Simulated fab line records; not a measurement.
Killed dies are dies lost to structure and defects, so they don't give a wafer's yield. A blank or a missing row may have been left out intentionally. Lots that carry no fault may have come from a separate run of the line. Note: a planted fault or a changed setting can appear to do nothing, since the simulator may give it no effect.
2 desks looking at one fault    flow gf180mcu    only its own numbers are on each desk; what lay behind them is given at the end

== TOOL OWNER'S DESK, hdpcvd-02 ==
The tool's own readings at GF_V3_CVD_00 (deposits SiO2, target thk 600 nm, time 100 s): means of the sampled wafers that have a number, for each lot that ran on this tool. Marked OUT: a lot whose mean sits more than 4 standard deviations from the usual mean, which makes it out of limits; the brackets give that distance.
Columns: A = sih4_flow_sccm at GF_V3_CVD_00, usual 59.98 sccm
lot   first seen here  A
L974  day 21 07:12     59.83
L980  day 23 15:27     60.13
L982  day 24 10:25     59.91
L986  day 26 00:49     60.04
L994  day 28 05:14     80.05 (+99 or more) OUT
This desk finds L994 out of limits, L994 being first, at day 28 05:14 (sih4_flow_sccm at GF_V3_CVD_00). L974, L980, L982, L986 stayed within limits.

== METROLOGY DESK ==
What the gauges read, lot by lot, whatever tool the lot ran on: means of the sampled wafers that have a number. Marked OUT: a lot whose mean sits more than 4 standard deviations from the usual mean, which makes it out of limits; the brackets give that distance.
Columns: A = V3_CVD_00_THK at GF_V3_THK_MEAS_01, usual 601 nm; B = MIM_ALCU_RS at GF_MIM_RS_MEAS_10, usual 0.1593 ohm/sq
lot   first seen here  A              B
L974  day 21 07:16     604            0.1602
L975  day 21 13:15     598            0.1618
L976  day 22 03:48     587            0.1588
L978  day 23 02:14     597            0.1589
L980  day 23 15:32     607            0.1600
L982  day 24 10:30     597            0.1563
L983  day 24 18:59     609            0.1592
L985  day 25 16:20     596            0.1599
L986  day 26 00:56     614            0.1583
L994  day 28 05:19     801 (+29) OUT  0.1571
L996  day 28 16:09     596            0.1593
L997  day 28 19:53     595            0.1588
This desk's result: L994 out of limits, first on L994 (V3_CVD_00_THK at GF_V3_THK_MEAS_01), day 28 05:19. L974, L975, L976, L978, L980, L982, L983, L985, L986, L996, L997 stayed within limits.

== TAKEN TOGETHER ==
At day 28 05:14, on L994, the tool owner's desk was in a position to raise an alarm.
L994 would have let the metrology desk raise an alarm at day 28 05:19.
GF_V3_CVD_00 was run on hdpcvd-02 by each of the lots named.

== WHAT HAD BEEN PUT IN BY THE SIMULATOR ==
hdpcvd-02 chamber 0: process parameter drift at GF_V3_CVD_00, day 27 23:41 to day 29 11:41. Setting sih4_flow_sccm shifted by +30 from 60. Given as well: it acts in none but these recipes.
Lots struck among those shown: L994.
Hours from the fault's start to each desk's first reading out of limits: the tool owner's desk, 6; the metrology desk, 6.
